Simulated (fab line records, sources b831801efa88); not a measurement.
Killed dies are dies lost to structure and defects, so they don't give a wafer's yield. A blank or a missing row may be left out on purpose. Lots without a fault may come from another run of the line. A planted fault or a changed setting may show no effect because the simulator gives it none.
Tool commonality check | flow gf180mcu | 13 lots, 39 wafers sampled

WHY IT WAS OPENED
At GF_NSD_CD_MEAS_07 the reading cd_nm is flagged on 2 of 13 lots. Wafers without a fault read 400.0 nm, standard deviation 2.4.
Rule: a lot is flagged when every wafer of it that has a number lies more than 4 standard deviations from that mean, or none has a number. The other lots count as sound.

lot  | measured     | on        | cd_nm (nm), wafer by wafer | flag
L275 | day 13 19:07 | cd_sem-01 | 400.3 400.7 400.0          |
L277 | day 14 05:22 | cd_sem-01 | 404.9 405.2 402.4          |
L278 | day 14 20:29 | cd_sem-01 | 402.5 401.5 401.4          |
L279 | day 15 02:55 | cd_sem-02 | 397.4 395.7 396.4          |
L281 | day 15 22:28 | cd_sem-01 | 399.4 402.6 401.7          |
L282 | day 16 03:40 | cd_sem-02 | 398.6 397.7 398.2          |
L284 | day 16 20:36 | cd_sem-02 | 400.3 400.6 401.9          |
L285 | day 17 01:58 | cd_sem-02 | 401.2 400.9 400.9          |
L286 | day 17 11:13 | cd_sem-02 | 402.1 402.8 403.5          |
L288 | day 18 06:26 | cd_sem-01 | 404.2 402.3 401.6          |
L293 | day 19 18:46 | cd_sem-01 | 385.2 386.7 385.2          | FLAGGED
L294 | day 20 06:21 | cd_sem-01 | 397.6 398.7 400.6          |
L295 | day 20 16:25 | cd_sem-02 | 383.4 379.4 381.8          | FLAGGED
The numbers of the flagged lots are 383.6 nm on average: -16.4 nm against the usual, or -7 standard deviations.

WHICH TOOL RAN EACH LOT
The record holds 1 process step before the reading, out of a route of 602 steps. In each cell: the tool, then ch and the chambers that the sampled wafers went through, then the start.
lot  | flag    | GF_NSD_COAT_02
L275 |         | litho_track-01 ch 0, day 13 08:52
L277 |         | litho_track-01 ch 0, day 13 19:05
L278 |         | litho_track-03 ch 0, day 14 09:56
L279 |         | litho_track-04 ch 0, day 14 16:16
L281 |         | litho_track-04 ch 0, day 15 11:21
L282 |         | litho_track-04 ch 0, day 15 16:52
L284 |         | litho_track-04 ch 0, day 16 08:22
L285 |         | litho_track-03 ch 0, day 16 14:24
L286 |         | litho_track-01 ch 0, day 16 23:49
L288 |         | litho_track-04 ch 0, day 17 18:19
L293 | FLAGGED | litho_track-04 ch 0, day 19 06:58
L294 |         | litho_track-01 ch 0, day 19 17:52
L295 | FLAGGED | litho_track-04 ch 0, day 20 04:13
What these steps do:
- GF_NSD_COAT_02: resist thk 1000 nm.
- GF_NSD_CD_MEAS_07: target cd 400 nm.

FLAGGED OVER TOTAL, TOOL BY TOOL (the gauges that took the reading come last)
step              | tool           | lots run | flagged | share of the flagged lots | sound lots run after its first flagged lot
GF_NSD_COAT_02    | litho_track-01 | 4        | 0       | none                      | -
GF_NSD_COAT_02    | litho_track-03 | 2        | 0       | none                      | -
GF_NSD_COAT_02    | litho_track-04 | 7        | 2       | all                       | 0
GF_NSD_CD_MEAS_07 | cd_sem-01      | 7        | 1       | some                      | 1 (L294)
GF_NSD_CD_MEAS_07 | cd_sem-02      | 6        | 1       | some                      | 0

WHAT THE TABLE ALLOWS
1 row of the table ran every flagged lot: litho_track-04 at GF_NSD_COAT_02.
- litho_track-04 at GF_NSD_COAT_02: 2 of its 7 lots flagged. Its last sound lot is L288 (day 17 18:19), its first flagged lot L293 (day 19 06:58): a fault that began between those two fits. Its own readings lie more than 4 standard deviations out on every wafer of the flagged lots: spin_speed_rpm.
One tool is left: litho_track-04 at GF_NSD_COAT_02.

WHAT THE SIMULATOR HAD PUT IN
Process parameter drift: litho_track-04, from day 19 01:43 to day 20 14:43, at GF_NSD_COAT_02. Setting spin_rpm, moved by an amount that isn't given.
Lots struck among those shown: L293, L295. The rule above found the same.
